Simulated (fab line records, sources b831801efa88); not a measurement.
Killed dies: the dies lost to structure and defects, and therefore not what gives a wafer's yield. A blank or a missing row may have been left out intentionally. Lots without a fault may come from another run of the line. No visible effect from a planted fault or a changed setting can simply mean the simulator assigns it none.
Which tool is to blame? :: flow sky130 :: Sampling: 12 lots, 35 wafers, 3 of 708 route steps

== WHAT EACH GAUGE READ, for each wafer ==
SKY_GATE_OXIDE_OVL_MEAS_10. Usual: GATE_OXIDE_OVL typically reads -0.2 nm, with standard deviation 1.7.
lot: L202
measured: day 13 12:38
on: overlay-02
GATE_OXIDE_OVL (nm): -1.6 -0.1 -1.7
flag: 

lot: L203
measured: day 13 17:04
on: overlay-01
GATE_OXIDE_OVL (nm): 0.3 2.3 1.3
flag: 

lot: L204
measured: day 13 21:19
on: overlay-01
GATE_OXIDE_OVL (nm): -1.2 -0.9 -0.8
flag: 

lot: L205
measured: day 14 08:49
on: overlay-02
GATE_OXIDE_OVL (nm): -4.4 -2.7 -2.3
flag: 

lot: L212
measured: day 16 18:58
on: overlay-01
GATE_OXIDE_OVL (nm): 1.6 0.3
flag: 

lot: L213
measured: day 16 23:48
on: overlay-01
GATE_OXIDE_OVL (nm): 0.4 0.9 1.4
flag: 

lot: L214
measured: day 17 06:07
on: overlay-02
GATE_OXIDE_OVL (nm): -1.0 -0.5 -0.3
flag: 

lot: L215
measured: day 17 11:41
on: overlay-01
GATE_OXIDE_OVL (nm): 1.2 1.1 0.6
flag: 

lot: L216
measured: day 18 00:19
on: overlay-02
GATE_OXIDE_OVL (nm): -0.8 -2.6 -0.1
flag: 

lot: L219
measured: day 19 04:34
on: overlay-01
GATE_OXIDE_OVL (nm): 1.8 0.0 1.2
flag: 

lot: L223
measured: day 20 17:28
on: overlay-02
GATE_OXIDE_OVL (nm): 0.8 2.1 -1.1
flag: 

lot: L225
measured: day 21 09:07
on: overlay-01
GATE_OXIDE_OVL (nm): -0.7 -1.5 -0.1
flag: 

SKY_LDD_LDN_TW_MEAS_13. Usual: LDD_LDN_TW typically reads 1484, with standard deviation 8.8.
lot: L202
measured: day 22 10:34
on: filmMetro-01
LDD_LDN_TW: 1491 1494 1483
flag: 

lot: L203
measured: day 22 13:16
on: filmMetro-02
LDD_LDN_TW: 1488 1489 1481
flag: 

lot: L204
measured: day 22 18:58
on: filmMetro-01
LDD_LDN_TW: 1493 1496 1489
flag: 

lot: L205
measured: day 23 12:34
on: filmMetro-02
LDD_LDN_TW: 1486 1488 1496
flag: 

lot: L212
measured: day 26 01:40
on: filmMetro-03
LDD_LDN_TW: 1483 1477
flag: 

lot: L213
measured: day 26 06:27
on: filmMetro-01
LDD_LDN_TW: 1487 1485 1479
flag: 

lot: L214
measured: day 26 14:36
on: filmMetro-01
LDD_LDN_TW: 1483 1481 1486
flag: 

lot: L215
measured: day 26 16:37
on: filmMetro-01
LDD_LDN_TW: 1475 1490 1487
flag: 

lot: L216
measured: day 27 03:12
on: filmMetro-01
LDD_LDN_TW: 1476 1482 1473
flag: 

lot: L219
measured: day 28 08:28
on: filmMetro-03
LDD_LDN_TW: 1471 1469 1471
flag: 

lot: L223
measured: day 30 02:10
on: filmMetro-03
LDD_LDN_TW: 1489 1491 1487
flag: 

lot: L225
measured: day 30 05:04
on: filmMetro-03
LDD_LDN_TW: 1484 1483 1485
flag: 

SKY_SD_N_RS_MEAS_17: measurement is done with a four-point probe. Usual: SD_P_RS typically reads 147.3 ohm/sq, with standard deviation 0.36.
lot: L202
measured: day 27 13:21
on: filmMetro-03
SD_P_RS (ohm/sq): 147.5 146.8 147.5
flag: 

lot: L203
measured: day 27 14:44
on: filmMetro-03
SD_P_RS (ohm/sq): 147.0 147.7 147.3
flag: 

lot: L204
measured: day 27 20:38
on: filmMetro-03
SD_P_RS (ohm/sq): 147.7 147.9 147.7
flag: 

lot: L205
measured: day 28 13:35
on: filmMetro-04
SD_P_RS (ohm/sq): 146.6 146.9 147.0
flag: 

lot: L212
measured: day 30 20:06
on: filmMetro-04
SD_P_RS (ohm/sq): 146.5 146.7
flag: 

lot: L213
measured: day 31 02:08
on: filmMetro-03
SD_P_RS (ohm/sq): 147.8 147.8 148.0
flag: 

lot: L214
measured: day 31 08:49
on: filmMetro-04
SD_P_RS (ohm/sq): 147.7 147.6 147.5
flag: 

lot: L215
measured: day 31 11:26
on: filmMetro-02
SD_P_RS (ohm/sq): 147.6 147.6 148.0
flag: 

lot: L216
measured: day 31 18:56
on: filmMetro-03
SD_P_RS (ohm/sq): 147.3 147.2 146.8
flag: 

lot: L219
measured: day 32 20:45
on: filmMetro-03
SD_P_RS (ohm/sq): 147.1 147.2 147.1
flag: 

lot: L223
measured: day 34 13:28
on: filmMetro-04
SD_P_RS (ohm/sq): 147.0 147.0 147.4
flag: 

lot: L225
measured: day 34 18:09
on: filmMetro-02
SD_P_RS (ohm/sq): 147.3 147.4 147.0
flag: 

== TOOL THAT RAN EACH LOT (tool first, then ch and the chambers of the sampled wafers, then the start) ==
The record shows no process step preceding these readings.

== AS READ BY THE TOOLS THEMSELVES (means over the sampled wafers that have a number; for cases with no such wafer, the mark the record gives instead) ==
The record holds no such reading with a usual standard deviation.

== THE ANSWER, worked out from the rows above alone ==
Rule: a lot counts as off when the mean over its wafers that have a number is more than 3 standard deviations away from the usual mean. A lot without any number at a reading at which 4 lots or more have one is off too. The other lots that the step has rows for count as sound. After the gauges, taken in route order, come the tools' own readings; for these a lot's mean is taken, as printed above. The first step at which some lot is off is used, and at that step the reading that is off furthest; a lot without a number counts as furthest.
None of the lots is off at any reading shown; this tells nothing.

== WHAT HAD BEEN PUT IN BY THE SIMULATOR ==
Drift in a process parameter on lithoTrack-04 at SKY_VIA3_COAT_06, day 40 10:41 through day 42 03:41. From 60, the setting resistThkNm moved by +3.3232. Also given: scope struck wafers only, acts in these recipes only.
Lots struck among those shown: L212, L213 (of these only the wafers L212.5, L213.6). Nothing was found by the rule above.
